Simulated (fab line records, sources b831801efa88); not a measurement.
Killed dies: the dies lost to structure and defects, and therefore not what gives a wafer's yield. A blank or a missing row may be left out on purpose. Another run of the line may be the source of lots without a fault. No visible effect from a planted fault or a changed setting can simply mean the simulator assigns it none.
fab line records / flow sky130
record lots=12 wafers=36 last_day=50
route steps=708 shown VIA3@586 METAL4@601 CAP2M@606
lots with no fault: from the same line, run without faults
start_h: start of the lot's first displayed wafer, in hours after the record's first day / wait_h: how many hours have passed since the lot's step before this one / " repeats the value in the row above / L1.1+2: several wafers, shown together as one row / - value missing, or start not given / * or withheld: withheld / < > ~ a bound
route shown NAME@n: a module of which the file shows steps, and the number in the route of the first / usual: mean/standard deviation taken from wafers without a fault / same: alike in all rows / chamber/n: place in a boat / sites: the reading at each site / _std_site: the standard deviation of these / _edge_site: inner sites' mean taken away from outer sites' mean / radius_mm: how far each site lies from the wafer's centre / mask NAME#n: copy n / behind: the last tool/chamber to shape the wafer / hold: the reason the lot was held/the length of the hold in hours/how it ended / device: the transistor (n, p or np) that didn't switch / end of line: the route-end tests of the same wafers / where a step has no rows: the recipe by itself / killed: the dies lost at the first sort to structure and to defects; this is not the yield of the wafer / map: the dies of a wafer, with x for killed, . for not killed, _ for no die there
set.NAME: the setting that was run; set.NAME@STEP: the one run at that earlier step / model.NAME: the simulator's own value behind a step, which no gauge read
steps of the route over a sample of lots; a table a step, a row a wafer
services: from which hour (start_h, from the record's first day; less than 0 if before it) a tool's chamber was out of use, for how many hours, and why
## steps
# step SKY_VIA3_OVL_MEAS_13
# usual VIA3_OVL=-4/5.2
lot.wafer=L391.1 tool=overlay-02 chamber=- start_h=937.65 wait_h=0.1 VIA3_OVL[nm]=-2
lot.wafer=L391.2 tool=overlay-02 chamber=- start_h=937.65 wait_h=0.1 VIA3_OVL[nm]=3
lot.wafer=L391.3 tool=overlay-02 chamber=- start_h=937.65 wait_h=0.1 VIA3_OVL[nm]=9
lot.wafer=L392.1 tool=overlay-01 chamber=- start_h=951.79 wait_h=0.1 VIA3_OVL[nm]=-8
lot.wafer=L392.2 tool=overlay-01 chamber=- start_h=951.79 wait_h=0.1 VIA3_OVL[nm]=-4
lot.wafer=L392.3 tool=overlay-01 chamber=- start_h=951.79 wait_h=0.1 VIA3_OVL[nm]=-9
lot.wafer=L393.1 tool=overlay-02 chamber=- start_h=955.75 wait_h=0.1 VIA3_OVL[nm]=4
lot.wafer=L393.3 tool=overlay-02 chamber=- start_h=955.75 wait_h=0.1 VIA3_OVL[nm]=5
lot.wafer=L393.6 tool=overlay-02 chamber=- start_h=955.75 wait_h=0.1 VIA3_OVL[nm]=-3
lot.wafer=L396.1 tool=overlay-01 chamber=- start_h=975.26 wait_h=0.1 VIA3_OVL[nm]=-14
lot.wafer=L396.3 tool=overlay-01 chamber=- start_h=975.26 wait_h=0.1 VIA3_OVL[nm]=-12
lot.wafer=L396.6 tool=overlay-01 chamber=- start_h=975.26 wait_h=0.1 VIA3_OVL[nm]=-17
lot.wafer=L397.3 tool=overlay-01 chamber=- start_h=994.07 wait_h=0.1 VIA3_OVL[nm]=-12
lot.wafer=L397.4 tool=overlay-01 chamber=- start_h=994.07 wait_h=0.1 VIA3_OVL[nm]=-3
lot.wafer=L397.5 tool=overlay-01 chamber=- start_h=994.07 wait_h=0.1 VIA3_OVL[nm]=-3
lot.wafer=L399.4 tool=overlay-01 chamber=- start_h=1002.75 wait_h=0.1 VIA3_OVL[nm]=-1
lot.wafer=L399.5 tool=overlay-01 chamber=- start_h=1002.75 wait_h=0.1 VIA3_OVL[nm]=-5
lot.wafer=L399.6 tool=overlay-01 chamber=- start_h=1002.75 wait_h=0.1 VIA3_OVL[nm]=-10
lot.wafer=L406.2 tool=overlay-01 chamber=- start_h=1040.41 wait_h=0.1 VIA3_OVL[nm]=0
lot.wafer=L406.4 tool=overlay-01 chamber=- start_h=1040.41 wait_h=0.1 VIA3_OVL[nm]=-4
lot.wafer=L406.6 tool=overlay-01 chamber=- start_h=1040.41 wait_h=0.1 VIA3_OVL[nm]=-3
lot.wafer=L408.1 tool=overlay-02 chamber=- start_h=1044.44 wait_h=0.1 VIA3_OVL[nm]=-14
lot.wafer=L408.5 tool=overlay-02 chamber=- start_h=1044.44 wait_h=0.1 VIA3_OVL[nm]=-12
lot.wafer=L408.6 tool=overlay-02 chamber=- start_h=1044.44 wait_h=0.1 VIA3_OVL[nm]=-15
lot.wafer=L409.1 tool=overlay-01 chamber=- start_h=1057.16 wait_h=0.1 VIA3_OVL[nm]=3
lot.wafer=L409.3 tool=overlay-01 chamber=- start_h=1057.16 wait_h=0.1 VIA3_OVL[nm]=6
lot.wafer=L409.5 tool=overlay-01 chamber=- start_h=1057.16 wait_h=0.1 VIA3_OVL[nm]=-2
lot.wafer=L411.4 tool=overlay-02 chamber=- start_h=1067.72 wait_h=0.1 VIA3_OVL[nm]=3
lot.wafer=L411.5 tool=overlay-02 chamber=- start_h=1067.72 wait_h=0.1 VIA3_OVL[nm]=-4
lot.wafer=L411.6 tool=overlay-02 chamber=- start_h=1067.72 wait_h=0.1 VIA3_OVL[nm]=-1
lot.wafer=L412.1 tool=overlay-01 chamber=- start_h=1072.24 wait_h=0.1 VIA3_OVL[nm]=3
lot.wafer=L412.2 tool=overlay-01 chamber=- start_h=1072.24 wait_h=0.1 VIA3_OVL[nm]=2
lot.wafer=L412.4 tool=overlay-01 chamber=- start_h=1072.24 wait_h=0.1 VIA3_OVL[nm]=8
lot.wafer=L414.1 tool=overlay-02 chamber=- start_h=1087.16 wait_h=0.1 VIA3_OVL[nm]=-6
lot.wafer=L414.4 tool=overlay-02 chamber=- start_h=1087.16 wait_h=0.1 VIA3_OVL[nm]=-12
lot.wafer=L414.5 tool=overlay-02 chamber=- start_h=1087.16 wait_h=0.1 VIA3_OVL[nm]=-4
# step SKY_VIA3_CMP_24
# recipe stop_on=SiO2 t_overpolish_s=20 down_force_psi=3.5 platen_rpm=60 target_thk_nm=0 pad_velocity_m_s=0.94248
# usual motor_current_A=11.0/1.1 overpolish_run_s=20.000/0.0097 slurry_flow_ml_min=149.9/0.46 time_to_endpoint_s=93/3.1
lot.wafer=L391.2 tool=cmp-02 chamber=2 start_h=938.80 wait_h=0.1 motor_current_A=11.7 overpolish_run_s=20.001 slurry_flow_ml_min=150.5 time_to_endpoint_s=90
lot.wafer=L391.3 tool=cmp-02 chamber=3 start_h=938.80 wait_h=0.1 motor_current_A=10.4 overpolish_run_s=19.978 slurry_flow_ml_min=149.4 time_to_endpoint_s=92
lot.wafer=L391.1 tool=cmp-02 chamber=0 start_h=938.80 wait_h=0.1 motor_current_A=11.5 overpolish_run_s=20.010 slurry_flow_ml_min=150.0 time_to_endpoint_s=92
lot.wafer=L392.3 tool=cmp-01 chamber=3 start_h=952.94 wait_h=0.0 motor_current_A=11.2 overpolish_run_s=20.002 slurry_flow_ml_min=149.9 time_to_endpoint_s=92
lot.wafer=L392.2 tool=cmp-01 chamber=0 start_h=952.94 wait_h=0.0 motor_current_A=12.1 overpolish_run_s=20.017 slurry_flow_ml_min=149.9 time_to_endpoint_s=92
lot.wafer=L392.1 tool=cmp-01 chamber=1 start_h=952.94 wait_h=0.0 motor_current_A=11.6 overpolish_run_s=20.007 slurry_flow_ml_min=149.8 time_to_endpoint_s=82
lot.wafer=L393.3 tool=cmp-02 chamber=1 start_h=956.96 wait_h=0.1 motor_current_A=10.4 overpolish_run_s=20.014 slurry_flow_ml_min=149.6 time_to_endpoint_s=89
lot.wafer=L393.1 tool=cmp-02 chamber=2 start_h=956.96 wait_h=0.1 motor_current_A=11.8 overpolish_run_s=20.008 slurry_flow_ml_min=149.7 time_to_endpoint_s=92
lot.wafer=L393.6 tool=cmp-02 chamber=3 start_h=956.96 wait_h=0.1 motor_current_A=10.7 overpolish_run_s=19.980 slurry_flow_ml_min=149.7 time_to_endpoint_s=90
lot.wafer=L396.1 tool=cmp-02 chamber=1 start_h=976.52 wait_h=0.1 motor_current_A=11.7 overpolish_run_s=20.003 slurry_flow_ml_min=149.9 time_to_endpoint_s=93
lot.wafer=L396.3 tool=cmp-02 chamber=2 start_h=976.52 wait_h=0.1 motor_current_A=10.8 overpolish_run_s=20.007 slurry_flow_ml_min=150.2 time_to_endpoint_s=92
lot.wafer=L396.6 tool=cmp-02 chamber=1 start_h=976.52 wait_h=0.1 motor_current_A=11.0 overpolish_run_s=20.000 slurry_flow_ml_min=149.2 time_to_endpoint_s=94
lot.wafer=L397.4 tool=cmp-01 chamber=0 start_h=995.15 wait_h=0.0 motor_current_A=11.3 overpolish_run_s=19.990 slurry_flow_ml_min=149.0 time_to_endpoint_s=98
lot.wafer=L397.3 tool=cmp-01 chamber=3 start_h=995.15 wait_h=0.0 motor_current_A=11.0 overpolish_run_s=19.993 slurry_flow_ml_min=150.5 time_to_endpoint_s=100
lot.wafer=L397.5 tool=cmp-01 chamber=0 start_h=995.15 wait_h=0.0 motor_current_A=12.7 overpolish_run_s=0.038 slurry_flow_ml_min=149.4 time_to_endpoint_s=152
lot.wafer=L399.4 tool=cmp-01 chamber=0 start_h=1003.87 wait_h=0.0 motor_current_A=11.7 overpolish_run_s=20.003 slurry_flow_ml_min=148.7 time_to_endpoint_s=97
lot.wafer=L399.6 tool=cmp-01 chamber=0 start_h=1003.87 wait_h=0.0 motor_current_A=11.9 overpolish_run_s=19.984 slurry_flow_ml_min=149.7 time_to_endpoint_s=101
lot.wafer=L399.5 tool=cmp-01 chamber=1 start_h=1003.87 wait_h=0.0 motor_current_A=11.8 overpolish_run_s=0.043 slurry_flow_ml_min=149.2 time_to_endpoint_s=150
lot.wafer=L406.2 tool=cmp-02 chamber=2 start_h=1041.50 wait_h=0.0 motor_current_A=11.5 overpolish_run_s=19.999 slurry_flow_ml_min=149.8 time_to_endpoint_s=92
lot.wafer=L406.4 tool=cmp-02 chamber=1 start_h=1041.50 wait_h=0.0 motor_current_A=10.9 overpolish_run_s=19.996 slurry_flow_ml_min=149.3 time_to_endpoint_s=92
lot.wafer=L406.6 tool=cmp-02 chamber=2 start_h=1041.50 wait_h=0.0 motor_current_A=11.5 overpolish_run_s=19.991 slurry_flow_ml_min=150.3 time_to_endpoint_s=92
lot.wafer=L408.1 tool=cmp-02 chamber=3 start_h=1045.62 wait_h=0.1 motor_current_A=10.6 overpolish_run_s=20.002 slurry_flow_ml_min=150.0 time_to_endpoint_s=91
lot.wafer=L408.6 tool=cmp-02 chamber=2 start_h=1045.62 wait_h=0.1 motor_current_A=11.1 overpolish_run_s=19.996 slurry_flow_ml_min=150.1 time_to_endpoint_s=87
lot.wafer=L408.5 tool=cmp-02 chamber=3 start_h=1045.62 wait_h=0.1 motor_current_A=10.8 overpolish_run_s=20.006 slurry_flow_ml_min=150.4 time_to_endpoint_s=91
lot.wafer=L409.3 tool=cmp-02 chamber=3 start_h=1058.30 wait_h=0.1 motor_current_A=10.4 overpolish_run_s=20.016 slurry_flow_ml_min=150.1 time_to_endpoint_s=95
lot.wafer=L409.1 tool=cmp-02 chamber=1 start_h=1058.30 wait_h=0.1 motor_current_A=11.0 overpolish_run_s=19.985 slurry_flow_ml_min=149.6 time_to_endpoint_s=92
lot.wafer=L409.5 tool=cmp-02 chamber=3 start_h=1058.30 wait_h=0.1 motor_current_A=10.9 overpolish_run_s=20.004 slurry_flow_ml_min=150.1 time_to_endpoint_s=95
lot.wafer=L411.4 tool=cmp-02 chamber=2 start_h=1068.90 wait_h=0.1 motor_current_A=11.3 overpolish_run_s=19.995 slurry_flow_ml_min=149.7 time_to_endpoint_s=88
lot.wafer=L411.5 tool=cmp-02 chamber=0 start_h=1068.90 wait_h=0.1 motor_current_A=11.5 overpolish_run_s=20.005 slurry_flow_ml_min=149.9 time_to_endpoint_s=89
lot.wafer=L411.6 tool=cmp-02 chamber=1 start_h=1068.90 wait_h=0.1 motor_current_A=11.6 overpolish_run_s=20.002 slurry_flow_ml_min=149.9 time_to_endpoint_s=92
lot.wafer=L412.2 tool=cmp-01 chamber=1 start_h=1073.33 wait_h=0.0 motor_current_A=11.5 overpolish_run_s=19.996 slurry_flow_ml_min=149.6 time_to_endpoint_s=95
lot.wafer=L412.4 tool=cmp-01 chamber=3 start_h=1073.33 wait_h=0.0 motor_current_A=11.2 overpolish_run_s=20.008 slurry_flow_ml_min=150.2 time_to_endpoint_s=99
lot.wafer=L412.1 tool=cmp-01 chamber=0 start_h=1073.33 wait_h=0.0 motor_current_A=11.5 overpolish_run_s=20.002 slurry_flow_ml_min=150.6 time_to_endpoint_s=96
lot.wafer=L414.1 tool=cmp-02 chamber=0 start_h=1088.25 wait_h=0.1 motor_current_A=11.3 overpolish_run_s=19.995 slurry_flow_ml_min=149.4 time_to_endpoint_s=94
lot.wafer=L414.4 tool=cmp-02 chamber=1 start_h=1088.25 wait_h=0.1 motor_current_A=11.2 overpolish_run_s=20.010 slurry_flow_ml_min=150.2 time_to_endpoint_s=96
lot.wafer=L414.5 tool=cmp-02 chamber=0 start_h=1088.25 wait_h=0.1 motor_current_A=11.8 overpolish_run_s=19.990 slurry_flow_ml_min=149.0 time_to_endpoint_s=95
# step SKY_METAL4_SPUTTER_03
# recipe material=Ti target_thk_nm=5 power_w=3000 time_s=3.3 chamber_pressure_pa=0.4
# usual chamber_pressure_pa=0.4000/0.0011 throttle_valve_pct=30.1/0.83
# same time_s=3.3
lot.wafer=L391.1 tool=pvd_sputter-02 chamber=- start_h=939.14 wait_h=0.0 chamber_pressure_pa=0.4012 throttle_valve_pct=29.5
lot.wafer=L391.2 tool=pvd_sputter-02 chamber=- start_h=939.14 wait_h=0.0 chamber_pressure_pa=0.4008 throttle_valve_pct=29.9
lot.wafer=L391.3 tool=pvd_sputter-02 chamber=- start_h=939.14 wait_h=0.0 chamber_pressure_pa=0.3994 throttle_valve_pct=30.6
lot.wafer=L392.1 tool=pvd_sputter-03 chamber=- start_h=953.33 wait_h=0.0 chamber_pressure_pa=0.4006 throttle_valve_pct=31.6
lot.wafer=L392.2 tool=pvd_sputter-03 chamber=- start_h=953.33 wait_h=0.0 chamber_pressure_pa=0.4009 throttle_valve_pct=30.5
lot.wafer=L392.3 tool=pvd_sputter-03 chamber=- start_h=953.33 wait_h=0.0 chamber_pressure_pa=0.4007 throttle_valve_pct=30.4
lot.wafer=L393.1 tool=pvd_sputter-04 chamber=- start_h=957.25 wait_h=0.0 chamber_pressure_pa=0.3998 throttle_valve_pct=28.3
lot.wafer=L393.3 tool=pvd_sputter-04 chamber=- start_h=957.25 wait_h=0.0 chamber_pressure_pa=0.4011 throttle_valve_pct=29.7
lot.wafer=L393.6 tool=pvd_sputter-04 chamber=- start_h=957.25 wait_h=0.0 chamber_pressure_pa=0.4009 throttle_valve_pct=30.2
lot.wafer=L396.1 tool=pvd_sputter-04 chamber=- start_h=976.86 wait_h=0.0 chamber_pressure_pa=0.3984 throttle_valve_pct=28.3
lot.wafer=L396.3 tool=pvd_sputter-04 chamber=- start_h=976.86 wait_h=0.0 chamber_pressure_pa=0.4001 throttle_valve_pct=29.7
lot.wafer=L396.6 tool=pvd_sputter-04 chamber=- start_h=976.86 wait_h=0.0 chamber_pressure_pa=0.4005 throttle_valve_pct=29.7
lot.wafer=L397.3 tool=pvd_sputter-04 chamber=- start_h=995.54 wait_h=0.0 chamber_pressure_pa=0.3993 throttle_valve_pct=28.6
lot.wafer=L397.4 tool=pvd_sputter-04 chamber=- start_h=995.54 wait_h=0.0 chamber_pressure_pa=0.3996 throttle_valve_pct=30.1
lot.wafer=L399.4 tool=pvd_sputter-04 chamber=- start_h=1004.26 wait_h=0.0 chamber_pressure_pa=0.4001 throttle_valve_pct=30.3
lot.wafer=L399.6 tool=pvd_sputter-04 chamber=- start_h=1004.26 wait_h=0.0 chamber_pressure_pa=0.4002 throttle_valve_pct=30.1
lot.wafer=L406.2 tool=pvd_sputter-03 chamber=- start_h=1041.89 wait_h=0.0 chamber_pressure_pa=0.3992 throttle_valve_pct=29.5
lot.wafer=L406.4 tool=pvd_sputter-03 chamber=- start_h=1041.89 wait_h=0.0 chamber_pressure_pa=0.3998 throttle_valve_pct=29.8
lot.wafer=L406.6 tool=pvd_sputter-03 chamber=- start_h=1041.89 wait_h=0.0 chamber_pressure_pa=0.3988 throttle_valve_pct=30.3
lot.wafer=L408.1 tool=pvd_sputter-02 chamber=- start_h=1045.96 wait_h=0.0 chamber_pressure_pa=0.3993 throttle_valve_pct=30.6
lot.wafer=L408.5 tool=pvd_sputter-02 chamber=- start_h=1045.96 wait_h=0.0 chamber_pressure_pa=0.4000 throttle_valve_pct=30.6
lot.wafer=L408.6 tool=pvd_sputter-02 chamber=- start_h=1045.96 wait_h=0.0 chamber_pressure_pa=0.4001 throttle_valve_pct=29.3
lot.wafer=L409.1 tool=pvd_sputter-04 chamber=- start_h=1058.64 wait_h=0.0 chamber_pressure_pa=0.4006 throttle_valve_pct=29.6
lot.wafer=L409.3 tool=pvd_sputter-04 chamber=- start_h=1058.64 wait_h=0.0 chamber_pressure_pa=0.4012 throttle_valve_pct=30.2
lot.wafer=L409.5 tool=pvd_sputter-04 chamber=- start_h=1058.64 wait_h=0.0 chamber_pressure_pa=0.3981 throttle_valve_pct=30.1
lot.wafer=L411.4 tool=pvd_sputter-04 chamber=- start_h=1069.19 wait_h=0.0 chamber_pressure_pa=0.4001 throttle_valve_pct=29.7
lot.wafer=L411.5 tool=pvd_sputter-04 chamber=- start_h=1069.19 wait_h=0.0 chamber_pressure_pa=0.4005 throttle_valve_pct=28.5
lot.wafer=L411.6 tool=pvd_sputter-04 chamber=- start_h=1069.19 wait_h=0.0 chamber_pressure_pa=0.3988 throttle_valve_pct=29.6
lot.wafer=L412.1 tool=pvd_sputter-02 chamber=- start_h=1073.72 wait_h=0.0 chamber_pressure_pa=0.3985 throttle_valve_pct=30.8
lot.wafer=L412.2 tool=pvd_sputter-02 chamber=- start_h=1073.72 wait_h=0.0 chamber_pressure_pa=0.4014 throttle_valve_pct=30.0
lot.wafer=L412.4 tool=pvd_sputter-02 chamber=- start_h=1073.72 wait_h=0.0 chamber_pressure_pa=0.3991 throttle_valve_pct=28.9
lot.wafer=L414.1 tool=pvd_sputter-04 chamber=- start_h=1088.64 wait_h=0.0 chamber_pressure_pa=0.3992 throttle_valve_pct=29.8
lot.wafer=L414.4 tool=pvd_sputter-04 chamber=- start_h=1088.64 wait_h=0.0 chamber_pressure_pa=0.4009 throttle_valve_pct=30.2
lot.wafer=L414.5 tool=pvd_sputter-04 chamber=- start_h=1088.64 wait_h=0.0 chamber_pressure_pa=0.3999 throttle_valve_pct=29.7
# step SKY_CAP2M_RS_MEAS_03
# recipe thk_meas_gauge=four-point-probe reads=TiN_of_CAP2M_SPUTTER_02
# usual CAP2M_TIN_RS=6.92/0.086
lot.wafer=L391.1 tool=film_metro-02 chamber=- start_h=939.39 wait_h=0.1 CAP2M_TIN_RS[ohm/sq]=6.91
lot.wafer=L391.2 tool=film_metro-02 chamber=- start_h=939.39 wait_h=0.1 CAP2M_TIN_RS[ohm/sq]=6.93
lot.wafer=L391.3 tool=film_metro-02 chamber=- start_h=939.39 wait_h=0.1 CAP2M_TIN_RS[ohm/sq]=6.91
lot.wafer=L392.1 tool=film_metro-02 chamber=- start_h=953.59 wait_h=0.1 CAP2M_TIN_RS[ohm/sq]=6.99
lot.wafer=L392.2 tool=film_metro-02 chamber=- start_h=953.59 wait_h=0.1 CAP2M_TIN_RS[ohm/sq]=6.97
lot.wafer=L392.3 tool=film_metro-02 chamber=- start_h=953.59 wait_h=0.1 CAP2M_TIN_RS[ohm/sq]=6.88
lot.wafer=L393.1 tool=film_metro-02 chamber=- start_h=957.50 wait_h=0.1 CAP2M_TIN_RS[ohm/sq]=6.85
lot.wafer=L393.3 tool=film_metro-02 chamber=- start_h=957.50 wait_h=0.1 CAP2M_TIN_RS[ohm/sq]=6.89
lot.wafer=L393.6 tool=film_metro-02 chamber=- start_h=957.50 wait_h=0.1 CAP2M_TIN_RS[ohm/sq]=6.87
lot.wafer=L396.1 tool=film_metro-03 chamber=- start_h=977.12 wait_h=0.1 CAP2M_TIN_RS[ohm/sq]=7.00
lot.wafer=L396.3 tool=film_metro-03 chamber=- start_h=977.12 wait_h=0.1 CAP2M_TIN_RS[ohm/sq]=6.94
lot.wafer=L396.6 tool=film_metro-03 chamber=- start_h=977.12 wait_h=0.1 CAP2M_TIN_RS[ohm/sq]=7.00
lot.wafer=L397.3 tool=film_metro-01 chamber=- start_h=995.83 wait_h=0.1 CAP2M_TIN_RS[ohm/sq]=6.96
lot.wafer=L397.4 tool=film_metro-01 chamber=- start_h=995.83 wait_h=0.1 CAP2M_TIN_RS[ohm/sq]=6.95
lot.wafer=L399.4 tool=film_metro-03 chamber=- start_h=1004.58 wait_h=0.1 CAP2M_TIN_RS[ohm/sq]=6.89
lot.wafer=L399.6 tool=film_metro-03 chamber=- start_h=1004.58 wait_h=0.1 CAP2M_TIN_RS[ohm/sq]=6.91
lot.wafer=L406.2 tool=film_metro-03 chamber=- start_h=1042.17 wait_h=0.1 CAP2M_TIN_RS[ohm/sq]=6.95
lot.wafer=L406.4 tool=film_metro-03 chamber=- start_h=1042.17 wait_h=0.1 CAP2M_TIN_RS[ohm/sq]=6.98
lot.wafer=L406.6 tool=film_metro-03 chamber=- start_h=1042.17 wait_h=0.1 CAP2M_TIN_RS[ohm/sq]=6.97
lot.wafer=L408.1 tool=film_metro-01 chamber=- start_h=1046.21 wait_h=0.1 CAP2M_TIN_RS[ohm/sq]=7.03
lot.wafer=L408.5 tool=film_metro-01 chamber=- start_h=1046.21 wait_h=0.1 CAP2M_TIN_RS[ohm/sq]=7.01
lot.wafer=L408.6 tool=film_metro-01 chamber=- start_h=1046.21 wait_h=0.1 CAP2M_TIN_RS[ohm/sq]=7.03
lot.wafer=L409.1 tool=film_metro-03 chamber=- start_h=1058.91 wait_h=0.1 CAP2M_TIN_RS[ohm/sq]=7.16
lot.wafer=L409.3 tool=film_metro-03 chamber=- start_h=1058.91 wait_h=0.1 CAP2M_TIN_RS[ohm/sq]=7.21
lot.wafer=L409.5 tool=film_metro-03 chamber=- start_h=1058.91 wait_h=0.1 CAP2M_TIN_RS[ohm/sq]=7.15
lot.wafer=L411.4 tool=film_metro-03 chamber=- start_h=1069.50 wait_h=0.1 CAP2M_TIN_RS[ohm/sq]=6.89
lot.wafer=L411.5 tool=film_metro-03 chamber=- start_h=1069.50 wait_h=0.1 CAP2M_TIN_RS[ohm/sq]=6.82
lot.wafer=L411.6 tool=film_metro-03 chamber=- start_h=1069.50 wait_h=0.1 CAP2M_TIN_RS[ohm/sq]=6.83
lot.wafer=L412.1 tool=film_metro-03 chamber=- start_h=1073.99 wait_h=0.1 CAP2M_TIN_RS[ohm/sq]=6.93
lot.wafer=L412.2 tool=film_metro-03 chamber=- start_h=1073.99 wait_h=0.1 CAP2M_TIN_RS[ohm/sq]=6.93
lot.wafer=L412.4 tool=film_metro-03 chamber=- start_h=1073.99 wait_h=0.1 CAP2M_TIN_RS[ohm/sq]=6.95
lot.wafer=L414.1 tool=film_metro-03 chamber=- start_h=1088.89 wait_h=0.1 CAP2M_TIN_RS[ohm/sq]=6.96
lot.wafer=L414.4 tool=film_metro-03 chamber=- start_h=1088.89 wait_h=0.1 CAP2M_TIN_RS[ohm/sq]=6.91
lot.wafer=L414.5 tool=film_metro-03 chamber=- start_h=1088.89 wait_h=0.1 CAP2M_TIN_RS[ohm/sq]=6.88
## services
tool=cmp-01 chamber=- start_h=916.00 hours=- kind=consumable_replace:conditioner
tool=cmp-01 chamber=- start_h=916.00 hours=- kind=consumable_replace:pad
tool=pvd_sputter-04 chamber=- start_h=935.87 hours=3.5 kind=repair
tool=cmp-02 chamber=- start_h=953.87 hours=1.1 kind=repair
tool=cmp-02 chamber=- start_h=980.36 hours=0.3 kind=repair
tool=cmp-02 chamber=- start_h=994.34 hours=8.3 kind=repair
tool=pvd_sputter-04 chamber=- start_h=1020.52 hours=7.2 kind=repair
tool=cmp-01 chamber=- start_h=1028.42 hours=2.2 kind=repair
tool=cmp-01 chamber=- start_h=1031.06 hours=1.0 kind=repair
tool=cmp-02 chamber=- start_h=1034.54 hours=1.0 kind=repair
tool=pvd_sputter-04 chamber=- start_h=1043.05 hours=3.0 kind=repair
tool=cmp-02 chamber=- start_h=1062.84 hours=3.5 kind=repair
## key
first_sign step=SKY_VIA3_CMP_24 reading=overpolish_run_s direction=down sigmas=99+ usual=20.000 struck=0.041
effect step=SKY_VIA3_CMP_24 reading=time_to_endpoint_s direction=up sigmas=19 usual=* struck=*
met_at SKY_VIA3_CMP_24
struck_lots L397,L399
struck_wafers L397.5,L399.5
later_rows_left_out L397.5,L399.5
sort_left_out L397.5,L399.5
not_acting_at SKY_VIA3_OVL_MEAS_13,SKY_METAL4_SPUTTER_03,SKY_CAP2M_RS_MEAS_03
fault kind=process_parameter_drift tool=cmp-01 chamber=- onset_h=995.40 steps=SKY_VIA3_CMP_24 channel=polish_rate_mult offset=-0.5 shape=step end_h=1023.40 scope=struck_wafers_only
# sort_left_out: the simulated sort isn't trusted on such a fault, so these wafers' sort isn't shown, and their yield isn't known
# later_rows_left_out: the simulator's readings of these wafers behind a module that went badly wrong aren't trusted and aren't shown, but for the sort
